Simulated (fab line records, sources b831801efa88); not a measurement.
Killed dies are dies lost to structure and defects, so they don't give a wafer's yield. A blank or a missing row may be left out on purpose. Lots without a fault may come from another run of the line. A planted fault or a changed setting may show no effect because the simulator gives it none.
fab line records | flow sky130
record lots=6 wafers=18 last_day=50
route steps=708 shown LI_CONTACT@368 LOCAL_INTERCONNECT@387 PAD_OPEN@708
lots that met no fault: from a run of the same line without faults
start_h: hours from the record's first day to the start of the lot's first wafer shown | wait_h: hours since the lot's step before | " the same as in the row above | L1.1+2: a row that stands for several wafers | - no value, or no start given | * or withheld: withheld | < > ~ a bound
route shown NAME@n: a module of which the file shows steps, and the number in the route of the first | usual: mean/standard deviation of fault-free wafers | same: alike in all rows | chamber/n: place in a boat | sites: the reading at each site | _std_site: their standard deviation | _edge_site: outer sites' mean less inner sites' | radius_mm: how far each site lies from the wafer's centre | mask NAME#n: copy n | behind: the tool/chamber that last shaped the wafer | hold: why the lot was held/for how many hours/how that ended | device: the transistor (n, p or np) that didn't switch | end of line: the same wafers' tests at the end of the route | a step without rows: its recipe alone | killed: dies lost to structure and defects at the first sort, not the wafer's yield | map: a wafer's dies, x killed, . not, _ none there
set.NAME: the setting as run; set.NAME@STEP: as run at that earlier step | model.NAME: the simulator's own value behind a step, which no gauge read
lots at some steps of the route; a table a step, a row a wafer
services: from which hour (start_h, from the record's first day; less than 0 if before it) a tool's chamber was out of use, for how many hours, and why
## steps
# step SKY_LI_CONTACT_COAT_06
# recipe resist=BARC temp_c=withheld time_s=withheld spin_rpm=3000 resist_thk_nm=60
# step SKY_LI_CONTACT_COAT_07
# recipe resist=KrF-thick spin_rpm=3000 resist_thk_nm=450
# step SKY_LI_CONTACT_SOFTBAKE_08
# recipe temp_c=100 time_s=90 resist=KrF-thick
# step SKY_LI_CONTACT_EXPOSE_09
# recipe mask_id=LICM1 na=0.8 source_shape=annular sigma_inner=0.55 sigma_outer=0.85 target_cd_nm=170 dose_mj=38
# step SKY_LI_CONTACT_PEB_10
# recipe peb_temp_c=withheld peb_time_s=withheld resist=KrF-thick
# step SKY_LI_CONTACT_DEVELOP_11
# recipe develop_time_s=60 resist=KrF-thick dev_temp_c=21
# step SKY_LI_CONTACT_CD_MEAS_12
# recipe target_cd_nm=170
# usual cd_nm=170.5/1.4
# columns lot.wafer tool chamber start_h wait_h cd_nm
L182.3 cd_sem-01 - 696.14 - 169.4
L182.5 " - " " 170.2
L182.6 " - " " 169.5
L190.1 cd_sem-02 - 752.51 - 171.0
L190.3 " - " " 170.6
L190.5 " - " " 170.7
L195.1 cd_sem-02 - 792.70 - 169.7
L195.4 " - " " 170.3
L195.6 " - " " 170.7
L196.2 cd_sem-01 - 793.49 - 170.4
L196.3 " - " " 169.3
L196.5 " - " " 170.4
L203.2 cd_sem-01 - 841.17 - 169.5
L203.5 " - " " 170.0
L203.6 " - " " 172.0
L205.2 cd_sem-02 - 858.17 - 171.2
L205.5 " - " " 171.0
L205.6 " - " " 170.0
# step SKY_LI_CONTACT_OVL_MEAS_13
# usual LI_CONTACT_OVL=0/6.6
# columns lot.wafer tool chamber start_h wait_h LI_CONTACT_OVL[nm]
L182.3 overlay-02 - 696.23 0.1 -4
L182.5 " - " " -6
L182.6 " - " " 4
L190.1 overlay-02 - 752.63 0.1 -11
L190.3 " - " " -4
L190.5 " - " " 1
L195.1 overlay-01 - 792.82 0.1 3
L195.4 " - " " 7
L195.6 " - " " 5
L196.2 overlay-01 - 793.60 0.1 -4
L196.3 " - " " -1
L196.5 " - " " -3
L203.2 overlay-01 - 841.27 0.1 4
L203.5 " - " " 3
L203.6 " - " " 2
L205.2 overlay-01 - 858.28 0.1 -5
L205.5 " - " " -7
L205.6 " - " " -1
# step SKY_LI_CONTACT_ETCH_14
# recipe chemistry=N2/H2 target=BARC ion_energy_ev=200 source_w=500 bias_w=100 pressure_mtorr=30 n2_flow_sccm=100 h2_flow_sccm=200 stop_on=SiO2 time_s=45.9 target_depth_a=600
# step SKY_LI_CONTACT_ETCH_15
# recipe target=PSG chemistry=C4F8/O2/Ar stop_on=Si taper_deg=4.15 mask_material=KrF-thick source_w=1500 bias_w=1200 pressure_mtorr=40 c4f8_flow_sccm=withheld O2_flow_sccm=6 Ar_flow_sccm=300 time_s=withheld target_depth_a=6000
# usual oes_product_au=0.838/0.0043
# columns lot.wafer tool chamber start_h wait_h oes_product_au
L182.3 rie_diel-03 0 696.30 0.0 0.838
L182.5 " 1 " " 0.841
L182.6 " 2 " " 0.836
L190.1 rie_diel-03 3 752.71 0.0 0.846
L190.3 " 1 " " 0.836
L190.5 " 1 " " 0.836
L195.1 rie_diel-04 1 792.90 0.0 0.838
L195.4 " 2 " " 0.841
L195.6 " 2 " " 0.829
L196.2 rie_diel-03 3 793.67 0.0 0.839
L196.3 " 0 " " 0.832
L196.5 " 2 " " 0.834
L203.2 rie_diel-04 1 841.34 0.0 0.837
L203.5 " 0 " " 0.844
L203.6 " 3 " " 0.837
L205.2 rie_diel-04 2 858.35 0.0 0.835
L205.5 " 2 " " 0.837
L205.6 " 1 " " 0.842
# step SKY_LI_CONTACT_STRIP_16
# recipe chemistry=O2/N2 power_w=1400 pressure_mtorr=1500 platen_temp_c=withheld o2_flow_sccm=3000 n2_flow_sccm=300 overash_fraction=0.5
# usual drypump_motor_current_A=5.7/0.4 oes_product_au=0.376/0.0049 strip_time_to_endpoint_s=3.504/0.026
# same overash_fraction=0.5
# columns lot.wafer tool chamber start_h wait_h drypump_motor_current_A oes_product_au rf_hours_counter_h strip_time_to_endpoint_s
L182.3 plasma_asher-04 1 696.42 - 5.6 0.372 - 3.558
L182.5 " 0 " " 5.3 0.380 - 3.518
L182.6 " 1 " " 5.6 0.388 - 3.523
L190.1 plasma_asher-02 1 752.80 - 5.2 0.381 33 3.493
L190.3 " 1 " " 5.2 0.369 - 3.503
L190.5 " 0 " " 6.4 0.376 - 3.504
L195.1 plasma_asher-03 1 792.98 - 5.7 0.373 93 3.538
L195.4 " 1 " " 5.7 0.379 - 3.518
L195.6 " 0 " " 6.0 0.377 - 3.536
L196.2 plasma_asher-02 1 793.75 - 5.2 0.376 37 3.481
L196.3 " 0 " " 6.4 0.373 - 3.516
L196.5 " 1 " " 5.2 0.376 - 3.488
L203.2 plasma_asher-02 0 841.43 - 6.4 0.374 42 3.487
L203.5 " 0 " " 6.4 0.363 - 3.506
L203.6 " 1 " " 5.2 0.373 - 3.505
L205.2 plasma_asher-03 0 858.43 - 5.9 0.370 100 3.473
L205.5 " 1 " " 5.7 0.374 - 3.486
L205.6 " 0 " " 6.0 0.374 - 3.453
# step SKY_LI_CONTACT_CLEAN_17
# recipe chemistry=NMP time_s=600 temp_c=60 dry=n2_spin
# step SKY_LI_CONTACT_PRE_CLEAN_18
# recipe gas=Ar time_s=5.6 bias_v=358
# columns lot.wafer tool chamber start_h wait_h model.PSG_of_LI_CONTACT_HDPCVD_00.thk_nm
L182.3 pvd_sputter-03 - 696.71 0.0 592.5
L182.5 " - " " 593
L182.6 " - " " 592.9
L190.1 pvd_sputter-01 - 753.09 0.0 591.7
L190.3+5 " - " " 592.6
L195.1 pvd_sputter-03 - 793.26 0.0 595.9
L195.4 " - " " 593
L195.6 " - " " 596.9
L196.2 pvd_sputter-03 - 794.05 0.0 596
L196.3 " - " " 593.3
L196.5 " - " " 592.6
L203.2 pvd_sputter-02 - 841.72 0.0 592.3
L203.5 " - " " 592.2
L203.6 " - " " 593.1
L205.2+6 pvd_sputter-03 - 858.71 0.0 591.7
L205.5 " - " " 590.7
# step SKY_LI_CONTACT_SPUTTER_19
# recipe material=Ti target_thk_nm=20 chamber_pressure_pa=5 power_w=2500 substrate_temp_c=200 time_s=106.37
# step SKY_LI_CONTACT_SPUTTER_20
# recipe material=TiN target_thk_nm=20 chamber_pressure_pa=5 power_w=4000 time_s=80
# usual throttle_valve_pct=30.6/1.4
# columns lot.wafer tool chamber start_h wait_h throttle_valve_pct
L182.3 pvd_sputter-03 - 696.81 0.0 29.0
L182.5 " - " " 33.1
L182.6 " - " " 29.6
L190.1 pvd_sputter-01 - 753.18 0.0 31.0
L190.3 " - " " 27.5
L190.5 " - " " 27.4
L195.1 pvd_sputter-03 - 793.36 0.0 29.5
L195.4 " - " " 33.2
L195.6 " - " " 33.3
L196.2 pvd_sputter-03 - 794.14 0.0 29.7
L196.3 " - " " 29.0
L196.5 " - " " 31.4
L203.2 pvd_sputter-02 - 841.82 0.0 28.9
L203.5 " - " " 30.2
L203.6 " - " " 29.2
L205.2 pvd_sputter-03 - 858.81 0.0 33.0
L205.5 " - " " 32.9
L205.6 " - " " 31.1
# step SKY_LI_CONTACT_CVD_21
# recipe material=W target_thk_nm=400 time_s=120.56 temp_c=400 pressure_torr=40
# usual heater_power_w=838/49
# columns lot.wafer tool chamber start_h wait_h heater_power_w
L182.3 cvd_w-01 1 696.91 0.1 875
L182.5 " 0 " " 805
L182.6 " 1 " " 872
L190.1 cvd_w-02 0 753.25 0.0 752
L190.3 " 0 " " 753
L190.5 " 1 " " 895
L195.1 cvd_w-01 0 793.42 0.0 824
L195.4 " 1 " " 883
L195.6 " 1 " " 896
L196.2 cvd_w-02 1 794.20 0.0 905
L196.3 " 0 " " 768
L196.5 " 0 " " 774
L203.2 cvd_w-01 1 841.88 0.0 857
L203.5 " 0 " " 814
L203.6 " 1 " " 889
L205.2 cvd_w-01 1 858.87 0.0 881
L205.5 " 0 " " 832
L205.6 " 1 " " 897
# step SKY_LI_CONTACT_RS_MEAS_22
# recipe thk_meas_gauge=four-point-probe reads=W_of_LI_CONTACT_CVD_21+TiN_of_LI_CONTACT_SPUTTER_20+Ti_of_LI_CONTACT_SPUTTER_19
# usual LI_CONTACT_W_RS=0.284/0.0031
# columns lot.wafer tool chamber start_h wait_h LI_CONTACT_W_RS[ohm/sq]
L182.3 film_metro-03 - 697.03 0.1 0.287
L182.5 " - " " 0.284
L182.6 " - " " 0.284
L190.1 film_metro-01 - 753.37 0.1 0.285
L190.3 " - " " 0.281
L190.5 " - " " 0.285
L195.1 film_metro-01 - 793.54 0.1 0.279
L195.4 " - " " 0.288
L195.6 " - " " 0.286
L196.2 film_metro-03 - 794.35 0.1 0.289
L196.3 " - " " 0.288
L196.5 " - " " 0.287
L203.2 film_metro-01 - 842.02 0.1 0.286
L203.5 " - " " 0.282
L203.6 " - " " 0.286
L205.2 film_metro-03 - 859.01 0.1 0.284
L205.5 " - " " 0.277
L205.6 " - " " 0.285
# step SKY_LI_CONTACT_THK_MEAS_23
# recipe thk_meas_gauge=xrf reads=W_of_LI_CONTACT_CVD_21
# usual LI_CONTACT_W_THK=396/5.5
# columns lot.wafer tool chamber start_h wait_h LI_CONTACT_W_THK[nm]
L182.3 film_metro-03 - 697.13 0.1 398
L182.5 " - " " 402
L182.6 " - " " 400
L190.1 film_metro-01 - 753.49 0.1 396
L190.3 " - " " 400
L190.5 " - " " 393
L195.1 film_metro-01 - 793.66 0.1 402
L195.4 " - " " 387
L195.6 " - " " 389
L196.2 film_metro-03 - 794.46 0.1 392
L196.3 " - " " 393
L196.5 " - " " 393
L203.2 film_metro-01 - 842.13 0.1 389
L203.5 " - " " 394
L203.6 " - " " 390
L205.2 film_metro-03 - 859.12 0.1 403
L205.5 " - " " 410
L205.6 " - " " 398
# step SKY_LI_CONTACT_CMP_24
# recipe stop_on=PSG t_overpolish_s=20 down_force_psi=3.5 platen_rpm=60 target_thk_nm=0 pad_velocity_m_s=0.94248
# usual motor_current_A=10.8/1 overpolish_run_s=20.000/0.0098 platen_rpm=60.00/0.044 time_to_endpoint_s=98/3.8
# columns lot.wafer tool chamber start_h wait_h motor_current_A overpolish_run_s platen_rpm time_to_endpoint_s model.PSG_of_LI_CONTACT_HDPCVD_00.thk_nm
L182.3 cmp-02 0 697.27 0.1 10.6 20.004 60.04 96 588.1
L182.6 " 2 " " 9.8 20.015 60.00 94 588.5
L182.5 " 3 " " 10.3 19.995 59.99 95 588.6
L190.3 cmp-02 0 753.55 0.0 11.0 19.986 60.00 98 588.2
L190.1 " 1 " " 10.8 19.984 59.94 102 587.3
L190.5 " 1 " " 10.6 20.010 60.04 99 588.2
L195.1 cmp-02 0 793.72 0.1 10.8 20.001 60.01 100 591.5
L195.4 " 3 " " 10.3 19.985 60.06 100 588.6
L195.6 " 0 " " 10.4 19.987 60.03 99 592.5
L196.2 cmp-01 0 794.51 0.0 12.3 19.987 59.97 88 591.6
L196.3 " 1 " " 10.4 20.004 59.94 96 588.9
L196.5 " 0 " " 12.2 20.007 59.99 95 588.2
L203.2 cmp-01 3 842.18 0.0 11.2 19.987 60.02 94 587.9
L203.6 " 3 " " 10.9 19.996 59.93 94 588.8
L203.5 " 0 " " 12.5 19.994 59.97 94 587.8
L205.2 cmp-02 1 859.29 0.2 10.2 19.987 60.01 101 587.3
L205.6 " 0 " " 10.3 20.008 60.07 102 587.3
L205.5 " 1 " " 10.3 20.004 60.02 104 586.3
# step SKY_LOCAL_INTERCONNECT_SPUTTER_00
# recipe material=TiN target_thk_nm=100 temp_c=300 power_w=6500 time_s=83.3 chamber_pressure_pa=0.4
# usual throttle_valve_pct=30.1/1.4
# columns lot.wafer tool chamber start_h wait_h throttle_valve_pct
L182.3 pvd_sputter-04 - 697.47 0.1 29.6
L182.5 " - " " 29.5
L182.6 " - " " 29.9
L190.1 pvd_sputter-03 - 753.85 0.2 29.1
L190.3 " - " " 33.2
L190.5 " - " " 31.4
L195.1 pvd_sputter-01 - 794.02 0.2 27.5
L195.4 " - " " 31.5
L195.6 " - " " 31.0
L196.2 pvd_sputter-04 - 794.81 0.2 29.8
L196.3 " - " " 28.2
L196.5 " - " " 31.8
L203.2 pvd_sputter-03 - 842.48 0.2 29.0
L203.5 " - " " 29.5
L203.6 " - " " 29.1
L205.2 pvd_sputter-01 - 859.54 0.2 27.6
L205.5 " - " " 31.2
L205.6 " - " " 30.2
# step SKY_PAD_OPEN_PROBE_99
# usual killed_at_M0_to_M3=43/7.1 killed_at_M4_up=3.3/2 killed_at_contacts=24/5.1 killed_at_front_end=15/4.6 killed_at_other=0.3/0.6 killed_dies=86/9.6 killed_open=46/7.3 killed_short=39/6.7
# same gross_dies=492 killed_at_back_side=0
# columns lot.wafer tool chamber start_h wait_h killed_at_M0_to_M3 killed_at_M4_up killed_at_contacts killed_at_front_end killed_at_other killed_dies killed_open killed_short model.etest.nfet_g5v0d10v5.r_on_ohm_um model.etest.licon_ndiff.rc_ohm model.etest.nfet_01v8.r_on_ohm_um model.etest.sonos_uncharged.r_on_ohm_um model.etest.licon_pdiff.rc_ohm model.etest.licon_poly.rc_ohm
L182.3 prober-01 - 1094.28 0.2 41 1 31 20 1 94 58 35 1886 186.5 817.4 828.1 573.4 151.5
L182.5 prober-01 - 1094.38 0.2 49 3 24 7 0 83 41 42 1901 180.8 839 827.1 575.3 146.2
L182.6 prober-01 - 1094.43 0.2 41 4 28 17 0 90 53 37 1902 180.4 817.1 820.9 589.1 151.2
L190.1 prober-01 - 1136.40 0.1 40 0 30 15 1 86 50 36 1875 179.8 850.3 800.3 560.6 149.9
L190.3 prober-01 - 1136.50 0.2 43 3 29 16 0 91 48 43 1918 185.5 843.2 805.3 578.3 150.4
L190.5 prober-01 - 1136.60 0.2 42 4 32 13 0 91 48 43 1878 184.4 857.3 810.6 596.6 159.9
L195.1 prober-02 - 1160.43 0.1 47 2 17 14 0 80 42 38 1939 203.1 856.8 817.2 612.4 163.2
L195.4 prober-02 - 1160.58 0.2 49 2 19 16 0 86 46 40 1887 176.8 840.5 817.2 609 149.7
L195.6 prober-02 - 1160.68 0.2 39 1 24 7 0 71 35 36 1939 216 848.6 826.9 616.1 166.6
L196.2 prober-01 - 1162.19 0.1 31 2 23 21 1 78 38 39 1915 211.9 855.2 842.9 594.5 169.9
L196.3 prober-01 - 1162.24 0.2 38 2 24 9 2 75 46 27 1917 182.7 842.7 807.9 596.9 148.2
L196.5 prober-01 - 1162.34 0.2 38 7 22 19 0 86 51 35 1885 179 823.7 826.6 578.6 151.7
L203.2 prober-02 - 1193.98 0.1 45 5 28 11 0 89 37 52 1884 177.4 849.5 816.1 583.2 145.7
L203.5 prober-02 - 1194.13 0.2 38 2 16 25 0 81 37 44 1893 184.4 832.8 807.4 600.4 156
L203.6 prober-02 - 1194.18 0.2 42 4 20 12 1 79 36 43 1852 173.8 849 819.2 572.6 155.3
L205.2 prober-02 - 1202.70 0.1 47 3 24 16 1 91 49 41 1870 177.9 786.9 795.3 588.5 155
L205.5 prober-02 - 1202.85 0.2 48 7 18 11 0 84 49 35 1869 184.1 803.5 794.4 586.7 148.9
L205.6 prober-02 - 1202.90 0.2 42 5 25 15 0 87 45 42 1862 181.7 800.8 795.7 562.6 143.8
# killed by level:class
L182.3 CONTACT:geometric_particle:open=15 VIA1:geometric_particle:open=13 LI_CONTACT:geometric_particle:open=7 FIELD_ISO:geometric_particle:open=6 POLY_GATE:geometric_particle:open=5 VIA2:geometric_particle:short=5 POLY_GATE:geometric_particle:short=4 LOCAL_INTERCONNECT:geometric_particle:short=4
L182.5 VIA1:geometric_particle:open=9 VIA2:geometric_particle:open=8 LI_CONTACT:geometric_particle:open=7 LOCAL_INTERCONNECT:geometric_particle:short=6 VIA3:geometric_particle:open=6 VIA2:geometric_particle:short=6 CONTACT:geometric_particle:open=5 CONTACT:geometric_particle:short=5
L182.6 VIA2:geometric_particle:open=12 LI_CONTACT:geometric_particle:open=10 CONTACT:geometric_particle:open=7 POLY_GATE:geometric_particle:open=6 METAL1:geometric_particle:short=6 CONTACT:geometric_particle:short=5 METAL2:geometric_particle:short=5 POLY_GATE:geometric_particle:short=4
L190.1 CONTACT:geometric_particle:open=9 VIA2:geometric_particle:open=8 LI_CONTACT:geometric_particle:open=7 LOCAL_INTERCONNECT:geometric_particle:short=7 VIA3:geometric_particle:open=6 VIA1:geometric_particle:open=6 FIELD_ISO:geometric_particle:open=5 METAL2:geometric_particle:short=5
L190.3 CONTACT:geometric_particle:open=15 VIA3:geometric_particle:open=8 LOCAL_INTERCONNECT:geometric_particle:short=7 VIA1:geometric_particle:open=6 METAL3:geometric_particle:short=6 POLY_GATE:geometric_particle:open=5 VIA2:geometric_particle:short=5 POLY_GATE:geometric_particle:short=4
L190.5 CONTACT:geometric_particle:open=14 VIA1:geometric_particle:open=9 LI_CONTACT:geometric_particle:open=7 METAL1:geometric_particle:short=6 VIA3:geometric_particle:short=6 LI_CONTACT:geometric_particle:short=6 FIELD_ISO:geometric_particle:open=5 METAL2:geometric_particle:short=5
L195.1 VIA1:geometric_particle:open=12 METAL2:geometric_particle:short=8 CONTACT:geometric_particle:open=6 VIA2:geometric_particle:open=5 VIA3:geometric_particle:open=5 LI_CONTACT:geometric_particle:open=4 METAL1:geometric_particle:short=4 VIA1:geometric_particle:short=4
L195.4 VIA2:geometric_particle:open=10 VIA1:geometric_particle:open=9 LI_CONTACT:geometric_particle:open=8 LOCAL_INTERCONNECT:geometric_particle:short=6 METAL1:geometric_particle:short=6 METAL3:geometric_particle:short=6 POLY_CUT:geometric_particle:open=5 VIA3:geometric_particle:short=5
L195.6 METAL2:geometric_particle:short=10 CONTACT:geometric_particle:open=9 LOCAL_INTERCONNECT:geometric_particle:short=7 VIA1:geometric_particle:open=6 VIA3:geometric_particle:open=5 VIA2:geometric_particle:open=5 CONTACT:geometric_particle:short=4 METAL1:geometric_particle:short=4
L196.2 POLY_GATE:geometric_particle:short=8 CONTACT:geometric_particle:open=7 VIA3:geometric_particle:open=7 LI_CONTACT:geometric_particle:open=6 CONTACT:geometric_particle:short=6 FIELD_ISO:geometric_particle:short=5 VIA1:geometric_particle:open=5 METAL2:geometric_particle:short=4
L196.3 VIA1:geometric_particle:open=10 VIA3:geometric_particle:open=9 CONTACT:geometric_particle:open=7 LI_CONTACT:geometric_particle:open=6 CONTACT:geometric_particle:short=5 LOCAL_INTERCONNECT:geometric_particle:short=4 METAL2:geometric_particle:short=4 VIA2:geometric_particle:open=4
L196.5 VIA1:geometric_particle:open=10 CONTACT:geometric_particle:open=10 POLY_GATE:geometric_particle:short=8 VIA2:geometric_particle:open=7 LI_CONTACT:geometric_particle:open=6 METAL4:geometric_particle:short=5 VIA3:geometric_particle:open=5 LOCAL_INTERCONNECT:geometric_particle:short=4
L203.2 CONTACT:geometric_particle:short=9 VIA1:geometric_particle:open=9 METAL1:geometric_particle:short=8 LI_CONTACT:geometric_particle:open=7 POLY_GATE:geometric_particle:short=6 METAL2:geometric_particle:short=6 METAL3:geometric_particle:short=6 VIA3:geometric_particle:open=6
L203.5 POLY_GATE:geometric_particle:short=7 LOCAL_INTERCONNECT:geometric_particle:short=6 METAL1:geometric_particle:short=6 METAL2:geometric_particle:short=6 POLY_GATE:geometric_particle:open=5 CONTACT:geometric_particle:open=5 VIA3:geometric_particle:open=5 FIELD_ISO:geometric_particle:open=4
L203.6 METAL2:geometric_particle:short=8 METAL1:geometric_particle:short=7 VIA1:geometric_particle:open=7 FIELD_ISO:geometric_particle:open=5 LOCAL_INTERCONNECT:geometric_particle:short=5 CONTACT:geometric_particle:open=5 METAL3:geometric_particle:short=5 VIA2:geometric_particle:open=4
L205.2 VIA3:geometric_particle:open=12 CONTACT:geometric_particle:open=8 VIA1:geometric_particle:open=7 POLY_GATE:geometric_particle:short=6 METAL1:geometric_particle:short=6 VIA3:geometric_particle:short=6 CONTACT:geometric_particle:short=5 LOCAL_INTERCONNECT:geometric_particle:open=4
L205.5 VIA1:geometric_particle:open=14 VIA3:geometric_particle:open=12 VIA3:geometric_particle:short=7 CONTACT:geometric_particle:open=6 FIELD_ISO:geometric_particle:short=5 VIA2:geometric_particle:open=5 METAL4:geometric_particle:short=5 LI_CONTACT:geometric_particle:open=4
L205.6 LI_CONTACT:geometric_particle:open=11 METAL1:geometric_particle:short=8 VIA1:geometric_particle:open=7 CONTACT:geometric_particle:open=6 METAL2:geometric_particle:short=6 VIA2:geometric_particle:open=5 CONTACT:geometric_particle:short=5 VIA3:geometric_particle:open=5
## services
# columns tool chamber start_h hours kind
plasma_asher-02 - 675.09 2.7 repair
rie_diel-03 3 686.90 14.3 repair
pvd_sputter-01 - 689.25 0.8 repair
rie_diel-04 1 693.23 6.8 repair
plasma_asher-03 - 693.33 2.8 pm
cmp-02 - 705.30 5.1 pm
cvd_w-01 0 710.13 15.1 repair
cmp-01 - 727.94 9.3 pm
cvd_w-01 - 735.41 6.0 pm
cmp-01 - 737.24 8.0 pm
cmp-01 - 745.20 4.0 pm
cvd_w-02 - 753.89 0.3 repair
rie_diel-04 - 755.61 4.3 pm
cmp-02 - 762.45 1.9 repair
cvd_w-01 - 764.98 0.2 repair
cvd_w-02 - 786.78 6.9 pm
plasma_asher-03 - 787.93 0.5 repair
cmp-01 - 788.27 5.7 pm
cvd_w-02 1 796.58 5.9 repair
plasma_asher-02 - 797.45 2.8 pm
cvd_w-01 0 798.14 3.3 repair
rie_diel-03 1 804.83 4.7 repair
cvd_w-01 - 827.97 2.8 pm
cmp-01 - 853.36 0.3 repair
## key
first_sign none at tools or gauges
model_effect step=SKY_LI_CONTACT_PRE_CLEAN_18 value=PSG_of_LI_CONTACT_HDPCVD_00.thk_nm without=592.4 struck=596.3
model_effect step=SKY_LI_CONTACT_CMP_24 value=PSG_of_LI_CONTACT_HDPCVD_00.thk_nm without=588 struck=591.9
model_effect step=SKY_PAD_OPEN_PROBE_99 value=etest.nfet_g5v0d10v5.r_on_ohm_um without=1895 struck=1931
met_at SKY_LI_CONTACT_PRE_CLEAN_18
struck_wafers L195.1,L195.6,L196.2
tester_left_out L195,L196
onset_between 696.71 793.26
fault kind=process_parameter_drift tool=pvd_sputter-03 chamber=- onset_h=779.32 steps=SKY_LI_CONTACT_PRE_CLEAN_18 channel=time_s offset=* shape=step end_h=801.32 scope=struck_wafers_only acts_in=* stated=*
# tester_left_out: of these lots the tester's yield and bins aren't shown, on N5 and GAA mostly nor the transistor test; their killed dies are dies lost to structure and defects alone, not to doping, threshold or leakage, so they don't give the yield
